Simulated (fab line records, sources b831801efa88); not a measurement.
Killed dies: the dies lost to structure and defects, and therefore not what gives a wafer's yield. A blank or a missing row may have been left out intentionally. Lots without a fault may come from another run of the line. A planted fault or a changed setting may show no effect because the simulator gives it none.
Chamber matching | flow sky130 | SKY_LI_CONTACT_CMP_02 on cmp-02: 4 sister chambers
The step polishes PSG. 4 wafers are shown with their chamber, then 8 later ones without.

WAFERS WITH THEIR CHAMBER
wafer  | chamber | motorCurrentA (A)
L867.1 | 0       | 10.6
L867.5 | 3       | 11.8
L867.6 | 2       | 12.1
L868.1 | 1       | 11.4

WAFERS MISSING THEIR CHAMBER
wafer  | motorCurrentA (A)
L868.2 | 11.6
L868.6 | 10.7
L870.1 | 11.1
L870.3 | 10.8
L870.6 | 10.2
L872.1 | 11.5
L872.2 | 11.9
L872.6 | 11.9

WHICH CHAMBER EACH WENT THROUGH
wafer  | from the rows above          | in truth
L868.2 | can't be placed: 1 or 3 or 2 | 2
L868.6 | 0                            | 0
L870.1 | can't be placed: 1 or 0 or 3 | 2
L870.3 | can't be placed: 0 or 1      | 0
L870.6 | 0                            | 0
L872.1 | can't be placed: 1 or 3      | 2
L872.2 | can't be placed: 3 or 2 or 1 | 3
L872.6 | can't be placed: 3 or 2 or 1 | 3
Placed correctly: 2 of 8. Unplaceable from these rows: 6, with the true chamber sitting among the candidates in 4. 0 placed wrongly.
How it was worked out, from the rows above alone: a wafer's distance from a chamber is the root of the sum, over the readings, of the square of ((its reading less the chamber's mean) divided by the reading's scatter). The wafer belongs to the nearest chamber; if the next one is less than 2 further off, it can't be placed. Each chamber's mean is taken over the wafers shown for it. The scatter: with one shown wafer a chamber, the root of the mean of the squares of how far each hidden wafer lies from its nearest shown one.
